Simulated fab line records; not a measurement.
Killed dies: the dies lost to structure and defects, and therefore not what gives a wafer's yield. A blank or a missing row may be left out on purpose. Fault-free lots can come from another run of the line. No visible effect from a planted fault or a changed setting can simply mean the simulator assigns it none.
fab line records || flow gf180mcu || part 2 of 2: steps 28 to 35 of 35
[record] {"lots": 5, "wafers": 15, "last-day": 34}
route steps=602 shown M3@417 V3@429
lots untouched by any fault: they come from a run of this same line in which no faults occurred
start-h: hours from the record's opening day to when the first of the lot's shown wafers began || wait-h: hours since the lot's step before || " unchanged from the row above || L1.1+2: several wafers, shown together as one row || - no value present, or no start provided || * or withheld: withheld || < > ~ a bound
route shown NAME@n: names a module that has steps shown in the file, with the first one's number in the route || usual: mean/standard deviation of fault-free wafers || same: alike in all rows || chamber/n: place in a boat || sites: per-site readings || _std_site: standard deviation across them || _edge_site: inner sites' mean taken away from outer sites' mean || radius-mm: for every site, how far away it sits from the centre of the wafer || mask NAME#n: copy n || behind: tool/chamber where the wafer was last shaped || hold: reason for holding the lot/hours on hold/outcome of the hold || device: the transistor (n, p or np) that didn't switch || end of line: the tests these same wafers got at the end of their route || where a step has no rows: the recipe by itself || killed: the dies lost at the first sort to structure and to defects; this is not the yield of the wafer || map: a wafer's dies, x killed, . not, _ none there
set.NAME: the setting as run; set.NAME@STEP: as run at that earlier step || model.NAME: the simulator's own value behind a step, which no gauge read
a table for each step, a row for each wafer; lots at some steps of the route
services: when a tool's chamber went out of use (start-h, in hours from the record's first day, below 0 if earlier), for how many hours, and the reason
[[steps]]
[step GF_V3_OVL_MEAS_15]
[usual] {"V3_OVL": "0/5.6"}
{"lot.wafer": "L075.4", "tool": "overlay-02", "chamber": "-", "start-h": 518.70, "wait-h": 0.1, "V3_OVL[nm]": 10}
{"lot.wafer": "L075.5", "tool": "overlay-02", "chamber": "-", "start-h": 518.70, "wait-h": 0.1, "V3_OVL[nm]": -7}
{"lot.wafer": "L075.6", "tool": "overlay-02", "chamber": "-", "start-h": 518.70, "wait-h": 0.1, "V3_OVL[nm]": 6}
{"lot.wafer": "L077.2", "tool": "overlay-02", "chamber": "-", "start-h": 537.94, "wait-h": 0.1, "V3_OVL[nm]": 5}
{"lot.wafer": "L077.5", "tool": "overlay-02", "chamber": "-", "start-h": 537.94, "wait-h": 0.1, "V3_OVL[nm]": 10}
{"lot.wafer": "L077.6", "tool": "overlay-02", "chamber": "-", "start-h": 537.94, "wait-h": 0.1, "V3_OVL[nm]": 10}
{"lot.wafer": "L084.1", "tool": "overlay-01", "chamber": "-", "start-h": 598.67, "wait-h": 0.1, "V3_OVL[nm]": -2}
{"lot.wafer": "L084.3", "tool": "overlay-01", "chamber": "-", "start-h": 598.67, "wait-h": 0.1, "V3_OVL[nm]": 0}
{"lot.wafer": "L084.6", "tool": "overlay-01", "chamber": "-", "start-h": 598.67, "wait-h": 0.1, "V3_OVL[nm]": 3}
{"lot.wafer": "L092.4", "tool": "overlay-01", "chamber": "-", "start-h": 653.59, "wait-h": 0.1, "V3_OVL[nm]": -8}
{"lot.wafer": "L092.5", "tool": "overlay-01", "chamber": "-", "start-h": 653.59, "wait-h": 0.1, "V3_OVL[nm]": 2}
{"lot.wafer": "L092.6", "tool": "overlay-01", "chamber": "-", "start-h": 653.59, "wait-h": 0.1, "V3_OVL[nm]": 0}
{"lot.wafer": "L095.1", "tool": "overlay-01", "chamber": "-", "start-h": 677.19, "wait-h": 0.1, "V3_OVL[nm]": -2}
{"lot.wafer": "L095.2", "tool": "overlay-01", "chamber": "-", "start-h": 677.19, "wait-h": 0.1, "V3_OVL[nm]": -9}
{"lot.wafer": "L095.5", "tool": "overlay-01", "chamber": "-", "start-h": 677.19, "wait-h": 0.1, "V3_OVL[nm]": -4}
[step GF_V3_ETCH_16]
[recipe] {"chemistry": "N2/H2", "target-depth-a": "withheld", "overetch-a": "withheld", "time-s": "withheld", "target": "BARC", "ion-energy-ev": 200, "source-w": 500, "bias-w": 100, "pressure-mtorr": 30, "n2-flow-sccm": 100, "h2-flow-sccm": 200}
[usual] {"chamber-pressure-mTorr": "29.998/0.029", "drypump-motor-current-A": "5.8/0.45", "oes-product-au": "0.854/0.0046", "throttle-valve-pct": "13.224/0.009"}
{"lot.wafer": "L075.4", "tool": "rie-diel-03", "chamber": 3, "start-h": 518.72, "wait-h": 0.0, "chamber-pressure-mTorr": 29.989, "drypump-motor-current-A": 5.6, "oes-product-au": 0.857, "throttle-valve-pct": 13.209}
{"lot.wafer": "L075.5", "tool": "rie-diel-03", "chamber": 2, "start-h": 518.72, "wait-h": 0.0, "chamber-pressure-mTorr": 30.001, "drypump-motor-current-A": 5.8, "oes-product-au": 0.853, "throttle-valve-pct": 13.235}
{"lot.wafer": "L075.6", "tool": "rie-diel-03", "chamber": 3, "start-h": 518.72, "wait-h": 0.0, "chamber-pressure-mTorr": 30.048, "drypump-motor-current-A": 5.6, "oes-product-au": 0.857, "throttle-valve-pct": 13.211}
{"lot.wafer": "L077.2", "tool": "rie-diel-03", "chamber": 2, "start-h": 537.97, "wait-h": 0.0, "chamber-pressure-mTorr": 29.995, "drypump-motor-current-A": 5.8, "oes-product-au": 0.856, "throttle-valve-pct": 13.208}
{"lot.wafer": "L077.5", "tool": "rie-diel-03", "chamber": 0, "start-h": 537.97, "wait-h": 0.0, "chamber-pressure-mTorr": 29.999, "drypump-motor-current-A": 6.4, "oes-product-au": 0.854, "throttle-valve-pct": 13.225}
{"lot.wafer": "L077.6", "tool": "rie-diel-03", "chamber": 3, "start-h": 537.97, "wait-h": 0.0, "chamber-pressure-mTorr": 30.026, "drypump-motor-current-A": 5.6, "oes-product-au": 0.855, "throttle-valve-pct": 13.225}
{"lot.wafer": "L084.1", "tool": "rie-diel-01", "chamber": 1, "start-h": 598.70, "wait-h": 0.0, "chamber-pressure-mTorr": 29.974, "drypump-motor-current-A": 5.4, "oes-product-au": 0.849, "throttle-valve-pct": 13.217}
{"lot.wafer": "L084.3", "tool": "rie-diel-01", "chamber": 3, "start-h": 598.70, "wait-h": 0.0, "chamber-pressure-mTorr": 29.993, "drypump-motor-current-A": 5.7, "oes-product-au": 0.857, "throttle-valve-pct": 13.221}
{"lot.wafer": "L084.6", "tool": "rie-diel-01", "chamber": 1, "start-h": 598.70, "wait-h": 0.0, "chamber-pressure-mTorr": 29.939, "drypump-motor-current-A": 5.5, "oes-product-au": 0.856, "throttle-valve-pct": 13.242}
{"lot.wafer": "L092.4", "tool": "rie-diel-02", "chamber": 2, "start-h": 653.60, "wait-h": 0.0, "chamber-pressure-mTorr": 29.976, "drypump-motor-current-A": 4.8, "oes-product-au": 0.856, "throttle-valve-pct": 13.222}
{"lot.wafer": "L092.5", "tool": "rie-diel-02", "chamber": 1, "start-h": 653.60, "wait-h": 0.0, "chamber-pressure-mTorr": 30.011, "drypump-motor-current-A": 6.0, "oes-product-au": 0.847, "throttle-valve-pct": 13.230}
{"lot.wafer": "L092.6", "tool": "rie-diel-02", "chamber": 2, "start-h": 653.60, "wait-h": 0.0, "chamber-pressure-mTorr": 30.002, "drypump-motor-current-A": 4.8, "oes-product-au": 0.846, "throttle-valve-pct": 13.242}
{"lot.wafer": "L095.1", "tool": "rie-diel-01", "chamber": 0, "start-h": 677.22, "wait-h": 0.0, "chamber-pressure-mTorr": 29.979, "drypump-motor-current-A": 6.4, "oes-product-au": 0.844, "throttle-valve-pct": 13.226}
{"lot.wafer": "L095.2", "tool": "rie-diel-01", "chamber": 2, "start-h": 677.22, "wait-h": 0.0, "chamber-pressure-mTorr": 29.981, "drypump-motor-current-A": 5.8, "oes-product-au": 0.854, "throttle-valve-pct": 13.224}
{"lot.wafer": "L095.5", "tool": "rie-diel-01", "chamber": 2, "start-h": 677.22, "wait-h": 0.0, "chamber-pressure-mTorr": 29.953, "drypump-motor-current-A": 5.8, "oes-product-au": 0.860, "throttle-valve-pct": 13.230}
[step GF_V3_ETCH_17]
[recipe] {"chemistry": "C4F8/O2/Ar", "mask-material": "KrF", "target": "SiO2", "stop-on": "TiN", "source-w": 1500, "bias-w": 1200, "pressure-mtorr": 40, "c4f8-flow-sccm": "withheld", "O2_flow_sccm": 6, "Ar_flow_sccm": 300, "time-s": "withheld", "target-depth-a": 6350}
[usual] {"chamber-pressure-mTorr": "40.00/0.038", "oes-product-au": "0.856/0.005"}
{"lot.wafer": "L075.4", "tool": "rie-diel-03", "chamber": 3, "start-h": "-", "wait-h": "-", "chamber-pressure-mTorr": 40.04, "oes-product-au": 0.864}
{"lot.wafer": "L075.5", "tool": "rie-diel-03", "chamber": 2, "start-h": "-", "wait-h": "-", "chamber-pressure-mTorr": 40.02, "oes-product-au": 0.848}
{"lot.wafer": "L075.6", "tool": "rie-diel-03", "chamber": 3, "start-h": "-", "wait-h": "-", "chamber-pressure-mTorr": 40.02, "oes-product-au": 0.854}
{"lot.wafer": "L077.2", "tool": "rie-diel-03", "chamber": 2, "start-h": "-", "wait-h": "-", "chamber-pressure-mTorr": 40.03, "oes-product-au": 0.862}
{"lot.wafer": "L077.5", "tool": "rie-diel-03", "chamber": 0, "start-h": "-", "wait-h": "-", "chamber-pressure-mTorr": 39.97, "oes-product-au": 0.853}
{"lot.wafer": "L077.6", "tool": "rie-diel-03", "chamber": 3, "start-h": "-", "wait-h": "-", "chamber-pressure-mTorr": 40.00, "oes-product-au": 0.869}
{"lot.wafer": "L084.1", "tool": "rie-diel-01", "chamber": 1, "start-h": "-", "wait-h": "-", "chamber-pressure-mTorr": 39.99, "oes-product-au": 0.861}
{"lot.wafer": "L084.3", "tool": "rie-diel-01", "chamber": 3, "start-h": "-", "wait-h": "-", "chamber-pressure-mTorr": 39.94, "oes-product-au": 0.855}
{"lot.wafer": "L084.6", "tool": "rie-diel-01", "chamber": 1, "start-h": "-", "wait-h": "-", "chamber-pressure-mTorr": 40.06, "oes-product-au": 0.861}
{"lot.wafer": "L092.4", "tool": "rie-diel-02", "chamber": 2, "start-h": "-", "wait-h": "-", "chamber-pressure-mTorr": 40.00, "oes-product-au": 0.849}
{"lot.wafer": "L092.5", "tool": "rie-diel-02", "chamber": 1, "start-h": "-", "wait-h": "-", "chamber-pressure-mTorr": 39.99, "oes-product-au": 0.848}
{"lot.wafer": "L092.6", "tool": "rie-diel-02", "chamber": 2, "start-h": "-", "wait-h": "-", "chamber-pressure-mTorr": 40.02, "oes-product-au": 0.860}
{"lot.wafer": "L095.1", "tool": "rie-diel-01", "chamber": 0, "start-h": "-", "wait-h": "-", "chamber-pressure-mTorr": 40.00, "oes-product-au": 0.848}
{"lot.wafer": "L095.2", "tool": "rie-diel-01", "chamber": 2, "start-h": "-", "wait-h": "-", "chamber-pressure-mTorr": 40.02, "oes-product-au": 0.854}
{"lot.wafer": "L095.5", "tool": "rie-diel-01", "chamber": 2, "start-h": "-", "wait-h": "-", "chamber-pressure-mTorr": 40.01, "oes-product-au": 0.853}
[step GF_V3_STRIP_18]
[recipe] {"chemistry": "O2/N2", "power-w": 1400, "pressure-mtorr": 1500, "platen-temp-c": 250, "o2-flow-sccm": 3000, "n2-flow-sccm": 300, "overash-fraction": 0.5}
[usual] {"chamber-pressure-mTorr": "1499.8/1.4", "drypump-motor-current-A": "6.0/0.49", "heater-power-w": "361/36", "oes-product-au": "0.592/0.0047"}
{"lot.wafer": "L075.4", "tool": "plasma-asher-01", "chamber": 1, "start-h": 518.88, "wait-h": "-", "chamber-pressure-mTorr": 1501.4, "drypump-motor-current-A": 5.5, "heater-power-w": 309, "oes-product-au": 0.597, "rf-hours-counter-h": "-"}
{"lot.wafer": "L075.5", "tool": "plasma-asher-01", "chamber": 0, "start-h": 518.88, "wait-h": "-", "chamber-pressure-mTorr": 1499.3, "drypump-motor-current-A": 6.4, "heater-power-w": 352, "oes-product-au": 0.601, "rf-hours-counter-h": "-"}
{"lot.wafer": "L075.6", "tool": "plasma-asher-01", "chamber": 1, "start-h": 518.88, "wait-h": "-", "chamber-pressure-mTorr": 1499.2, "drypump-motor-current-A": 5.5, "heater-power-w": 314, "oes-product-au": 0.588, "rf-hours-counter-h": "-"}
{"lot.wafer": "L077.2", "tool": "plasma-asher-01", "chamber": 1, "start-h": 538.10, "wait-h": "-", "chamber-pressure-mTorr": 1501.2, "drypump-motor-current-A": 5.5, "heater-power-w": 314, "oes-product-au": 0.598, "rf-hours-counter-h": 76}
{"lot.wafer": "L077.5", "tool": "plasma-asher-01", "chamber": 0, "start-h": 538.10, "wait-h": "-", "chamber-pressure-mTorr": 1499.0, "drypump-motor-current-A": 6.4, "heater-power-w": 347, "oes-product-au": 0.591, "rf-hours-counter-h": "-"}
{"lot.wafer": "L077.6", "tool": "plasma-asher-01", "chamber": 1, "start-h": 538.10, "wait-h": "-", "chamber-pressure-mTorr": 1497.9, "drypump-motor-current-A": 5.4, "heater-power-w": 318, "oes-product-au": 0.591, "rf-hours-counter-h": "-"}
{"lot.wafer": "L084.1", "tool": "plasma-asher-01", "chamber": 0, "start-h": 598.83, "wait-h": "-", "chamber-pressure-mTorr": 1497.0, "drypump-motor-current-A": 6.4, "heater-power-w": 352, "oes-product-au": 0.587, "rf-hours-counter-h": 82}
{"lot.wafer": "L084.3", "tool": "plasma-asher-01", "chamber": 0, "start-h": 598.83, "wait-h": "-", "chamber-pressure-mTorr": 1498.3, "drypump-motor-current-A": 6.4, "heater-power-w": 350, "oes-product-au": 0.586, "rf-hours-counter-h": "-"}
{"lot.wafer": "L084.6", "tool": "plasma-asher-01", "chamber": 1, "start-h": 598.83, "wait-h": "-", "chamber-pressure-mTorr": 1499.5, "drypump-motor-current-A": 5.5, "heater-power-w": 312, "oes-product-au": 0.589, "rf-hours-counter-h": "-"}
{"lot.wafer": "L092.4", "tool": "plasma-asher-01", "chamber": 1, "start-h": 653.77, "wait-h": "-", "chamber-pressure-mTorr": 1499.0, "drypump-motor-current-A": 5.4, "heater-power-w": 311, "oes-product-au": 0.596, "rf-hours-counter-h": "-"}
{"lot.wafer": "L092.5", "tool": "plasma-asher-01", "chamber": 0, "start-h": 653.77, "wait-h": "-", "chamber-pressure-mTorr": 1498.3, "drypump-motor-current-A": 6.4, "heater-power-w": 359, "oes-product-au": 0.595, "rf-hours-counter-h": "-"}
{"lot.wafer": "L092.6", "tool": "plasma-asher-01", "chamber": 1, "start-h": 653.77, "wait-h": "-", "chamber-pressure-mTorr": 1499.7, "drypump-motor-current-A": 5.4, "heater-power-w": 318, "oes-product-au": 0.601, "rf-hours-counter-h": "-"}
{"lot.wafer": "L095.1", "tool": "plasma-asher-02", "chamber": 1, "start-h": 677.35, "wait-h": "-", "chamber-pressure-mTorr": 1498.9, "drypump-motor-current-A": 5.6, "heater-power-w": 313, "oes-product-au": 0.592, "rf-hours-counter-h": 26}
{"lot.wafer": "L095.2", "tool": "plasma-asher-02", "chamber": 0, "start-h": 677.35, "wait-h": "-", "chamber-pressure-mTorr": 1499.4, "drypump-motor-current-A": 5.1, "heater-power-w": 385, "oes-product-au": 0.593, "rf-hours-counter-h": 26}
{"lot.wafer": "L095.5", "tool": "plasma-asher-02", "chamber": 1, "start-h": 677.35, "wait-h": "-", "chamber-pressure-mTorr": 1498.2, "drypump-motor-current-A": 5.7, "heater-power-w": 299, "oes-product-au": 0.584, "rf-hours-counter-h": "-"}
[step GF_V3_STRIP_19]
[recipe] {"chemistry": "post-etch-residue-remover", "time-s": 1200, "temp-c": 72.5}
{"lot.wafer": "L075.4+5+6", "tool": "wet-bench-01", "chamber": 0, "start-h": 518.95, "wait-h": 0.0}
{"lot.wafer": "L077.2+5+6", "tool": "wet-bench-04", "chamber": 2, "start-h": 538.20, "wait-h": 0.1}
{"lot.wafer": "L084.1+3+6", "tool": "wet-bench-01", "chamber": 0, "start-h": 598.93, "wait-h": 0.1}
{"lot.wafer": "L092.4+5+6", "tool": "wet-bench-02", "chamber": 3, "start-h": 653.83, "wait-h": 0.0}
{"lot.wafer": "L095.1+2+5", "tool": "wet-bench-04", "chamber": 2, "start-h": 677.45, "wait-h": 0.1}
[step GF_V3_CLEAN_20]
[recipe] {"chemistry": "DIW", "dry": "n2-spin"}
{"lot.wafer": "L075.4+5+6", "tool": "wet-bench-02", "chamber": 2, "start-h": 519.29, "wait-h": 0.0}
{"lot.wafer": "L077.2+5+6", "tool": "wet-bench-02", "chamber": 1, "start-h": 538.58, "wait-h": 0.0}
{"lot.wafer": "L084.1+3+6", "tool": "wet-bench-02", "chamber": 3, "start-h": 599.27, "wait-h": 0.0}
{"lot.wafer": "L092.4+5+6", "tool": "wet-bench-01", "chamber": 2, "start-h": 654.17, "wait-h": 0.0}
{"lot.wafer": "L095.1+2+5", "tool": "wet-bench-01", "chamber": 2, "start-h": 677.79, "wait-h": 0.0}
[step GF_V3_SPUTTER_21]
[recipe] {"material": "Ti", "target-thk-nm": 15, "chamber-pressure-pa": 5, "power-w": 2500, "substrate-temp-c": 200, "time-s": 80.02}
[usual] {"cathode-dc-power-W": "2500.0/0.42", "throttle-valve-pct": "29.9/0.83"}
{"lot.wafer": "L075.4", "tool": "pvd-sputter-01", "chamber": "-", "start-h": 519.38, "wait-h": 0.0, "cathode-dc-power-W": 2500.0, "throttle-valve-pct": 30.9}
{"lot.wafer": "L075.5", "tool": "pvd-sputter-01", "chamber": "-", "start-h": 519.38, "wait-h": 0.0, "cathode-dc-power-W": 2500.1, "throttle-valve-pct": 31.3}
{"lot.wafer": "L075.6", "tool": "pvd-sputter-01", "chamber": "-", "start-h": 519.38, "wait-h": 0.0, "cathode-dc-power-W": 2500.5, "throttle-valve-pct": 29.7}
{"lot.wafer": "L077.2", "tool": "pvd-sputter-01", "chamber": "-", "start-h": 538.67, "wait-h": 0.0, "cathode-dc-power-W": 2500.6, "throttle-valve-pct": 30.8}
{"lot.wafer": "L077.5", "tool": "pvd-sputter-01", "chamber": "-", "start-h": 538.67, "wait-h": 0.0, "cathode-dc-power-W": 2499.5, "throttle-valve-pct": 31.3}
{"lot.wafer": "L077.6", "tool": "pvd-sputter-01", "chamber": "-", "start-h": 538.67, "wait-h": 0.0, "cathode-dc-power-W": 2500.1, "throttle-valve-pct": 28.4}
{"lot.wafer": "L084.1", "tool": "pvd-sputter-02", "chamber": "-", "start-h": 599.37, "wait-h": 0.0, "cathode-dc-power-W": 2499.5, "throttle-valve-pct": 29.0}
{"lot.wafer": "L084.3", "tool": "pvd-sputter-02", "chamber": "-", "start-h": 599.37, "wait-h": 0.0, "cathode-dc-power-W": 2500.4, "throttle-valve-pct": 30.1}
{"lot.wafer": "L084.6", "tool": "pvd-sputter-02", "chamber": "-", "start-h": 599.37, "wait-h": 0.0, "cathode-dc-power-W": 2499.7, "throttle-valve-pct": 30.4}
{"lot.wafer": "L092.4", "tool": "pvd-sputter-03", "chamber": "-", "start-h": 654.27, "wait-h": 0.0, "cathode-dc-power-W": 2499.6, "throttle-valve-pct": 29.1}
{"lot.wafer": "L092.5", "tool": "pvd-sputter-03", "chamber": "-", "start-h": 654.27, "wait-h": 0.0, "cathode-dc-power-W": 2499.5, "throttle-valve-pct": 30.1}
{"lot.wafer": "L092.6", "tool": "pvd-sputter-03", "chamber": "-", "start-h": 654.27, "wait-h": 0.0, "cathode-dc-power-W": 2499.8, "throttle-valve-pct": 31.4}
{"lot.wafer": "L095.1", "tool": "pvd-sputter-02", "chamber": "-", "start-h": 677.88, "wait-h": 0.0, "cathode-dc-power-W": 2499.8, "throttle-valve-pct": 29.1}
{"lot.wafer": "L095.2", "tool": "pvd-sputter-02", "chamber": "-", "start-h": 677.88, "wait-h": 0.0, "cathode-dc-power-W": 2499.0, "throttle-valve-pct": 30.4}
{"lot.wafer": "L095.5", "tool": "pvd-sputter-02", "chamber": "-", "start-h": 677.88, "wait-h": 0.0, "cathode-dc-power-W": 2500.5, "throttle-valve-pct": 30.6}
[step GF_V3_SPUTTER_22]
[recipe] {"material": "TiN", "target-thk-nm": 10, "chamber-pressure-pa": 5, "power-w": 4000, "time-s": 40}
[usual] {"cathode-dc-power-W": "4000.1/0.71", "throttle-valve-pct": "29.9/0.81"}
{"lot.wafer": "L075.4", "tool": "pvd-sputter-01", "chamber": "-", "start-h": 519.44, "wait-h": 0.0, "cathode-dc-power-W": 3998.0, "throttle-valve-pct": 30.8}
{"lot.wafer": "L075.5", "tool": "pvd-sputter-01", "chamber": "-", "start-h": 519.44, "wait-h": 0.0, "cathode-dc-power-W": 3998.9, "throttle-valve-pct": 31.1}
{"lot.wafer": "L075.6", "tool": "pvd-sputter-01", "chamber": "-", "start-h": 519.44, "wait-h": 0.0, "cathode-dc-power-W": 4000.3, "throttle-valve-pct": 29.6}
{"lot.wafer": "L077.2", "tool": "pvd-sputter-01", "chamber": "-", "start-h": 538.73, "wait-h": 0.0, "cathode-dc-power-W": 3999.6, "throttle-valve-pct": 30.9}
{"lot.wafer": "L077.5", "tool": "pvd-sputter-01", "chamber": "-", "start-h": 538.73, "wait-h": 0.0, "cathode-dc-power-W": 4001.6, "throttle-valve-pct": 30.9}
{"lot.wafer": "L077.6", "tool": "pvd-sputter-01", "chamber": "-", "start-h": 538.73, "wait-h": 0.0, "cathode-dc-power-W": 4000.0, "throttle-valve-pct": 28.7}
{"lot.wafer": "L084.1", "tool": "pvd-sputter-02", "chamber": "-", "start-h": 599.43, "wait-h": 0.0, "cathode-dc-power-W": 3999.8, "throttle-valve-pct": 29.2}
{"lot.wafer": "L084.3", "tool": "pvd-sputter-02", "chamber": "-", "start-h": 599.43, "wait-h": 0.0, "cathode-dc-power-W": 3999.1, "throttle-valve-pct": 30.0}
{"lot.wafer": "L084.6", "tool": "pvd-sputter-02", "chamber": "-", "start-h": 599.43, "wait-h": 0.0, "cathode-dc-power-W": 4000.0, "throttle-valve-pct": 30.6}
{"lot.wafer": "L092.4", "tool": "pvd-sputter-03", "chamber": "-", "start-h": 654.33, "wait-h": 0.0, "cathode-dc-power-W": 4001.2, "throttle-valve-pct": 28.8}
{"lot.wafer": "L092.5", "tool": "pvd-sputter-03", "chamber": "-", "start-h": 654.33, "wait-h": 0.0, "cathode-dc-power-W": 4000.7, "throttle-valve-pct": 29.6}
{"lot.wafer": "L092.6", "tool": "pvd-sputter-03", "chamber": "-", "start-h": 654.33, "wait-h": 0.0, "cathode-dc-power-W": 3999.4, "throttle-valve-pct": 31.1}
{"lot.wafer": "L095.1", "tool": "pvd-sputter-02", "chamber": "-", "start-h": 677.95, "wait-h": 0.0, "cathode-dc-power-W": 3999.7, "throttle-valve-pct": 29.1}
{"lot.wafer": "L095.2", "tool": "pvd-sputter-02", "chamber": "-", "start-h": 677.95, "wait-h": 0.0, "cathode-dc-power-W": 4000.4, "throttle-valve-pct": 30.3}
{"lot.wafer": "L095.5", "tool": "pvd-sputter-02", "chamber": "-", "start-h": 677.95, "wait-h": 0.0, "cathode-dc-power-W": 3999.0, "throttle-valve-pct": 30.5}
[[services]]
{"tool": "pvd-sputter-02", "chamber": "-", "start-h": 474.44, "hours": 3.5, "kind": "repair"}
{"tool": "cmp-01", "chamber": "-", "start-h": 482.40, "hours": 2.3, "kind": "repair"}
{"tool": "wet-bench-01", "chamber": "-", "start-h": 486.48, "hours": 7.2, "kind": "repair"}
{"tool": "pvd-sputter-02", "chamber": "-", "start-h": 491.33, "hours": 12.8, "kind": "repair"}
{"tool": "cmp-01", "chamber": "-", "start-h": 501.75, "hours": 1.2, "kind": "repair"}
{"tool": "krf-scanner-02", "chamber": "-", "start-h": 507.03, "hours": 1.3, "kind": "pm"}
{"tool": "rie-diel-01", "chamber": 3, "start-h": 521.14, "hours": 31.1, "kind": "repair"}
{"tool": "rie-diel-03", "chamber": 3, "start-h": 524.28, "hours": 2.4, "kind": "repair"}
{"tool": "rie-diel-01", "chamber": 0, "start-h": 526.43, "hours": 2.9, "kind": "repair"}
{"tool": "plasma-asher-03", "chamber": "-", "start-h": 527.72, "hours": 1.3, "kind": "repair"}
{"tool": "wet-bench-02", "chamber": "-", "start-h": 533.87, "hours": 1.4, "kind": "repair"}
{"tool": "plasma-asher-03", "chamber": "-", "start-h": 538.37, "hours": 10.4, "kind": "repair"}
{"tool": "wet-bench-04", "chamber": "-", "start-h": 547.32, "hours": 1.0, "kind": "repair"}
{"tool": "cmp-01", "chamber": "-", "start-h": 552.53, "hours": 15.7, "kind": "pm"}
{"tool": "krf-scanner-02", "chamber": "-", "start-h": 558.85, "hours": 1.0, "kind": "pm"}
{"tool": "rie-diel-01", "chamber": 3, "start-h": 566.01, "hours": 5.5, "kind": "repair"}
{"tool": "wet-bench-02", "chamber": "-", "start-h": 569.99, "hours": 3.5, "kind": "repair"}
{"tool": "cmp-01", "chamber": "-", "start-h": 572.26, "hours": 4.0, "kind": "pm"}
{"tool": "krf-scanner-02", "chamber": "-", "start-h": 594.71, "hours": 0.8, "kind": "pm"}
{"tool": "cmp-01", "chamber": "-", "start-h": 596.90, "hours": 0.8, "kind": "repair"}
{"tool": "rie-diel-03", "chamber": 3, "start-h": 597.70, "hours": 22.7, "kind": "repair"}
{"tool": "krf-scanner-02", "chamber": "-", "start-h": 599.55, "hours": 0.2, "kind": "repair"}
{"tool": "krf-scanner-02", "chamber": "-", "start-h": 644.32, "hours": 0.7, "kind": "repair"}
{"tool": "plasma-asher-01", "chamber": "-", "start-h": 669.61, "hours": 4.3, "kind": "repair"}
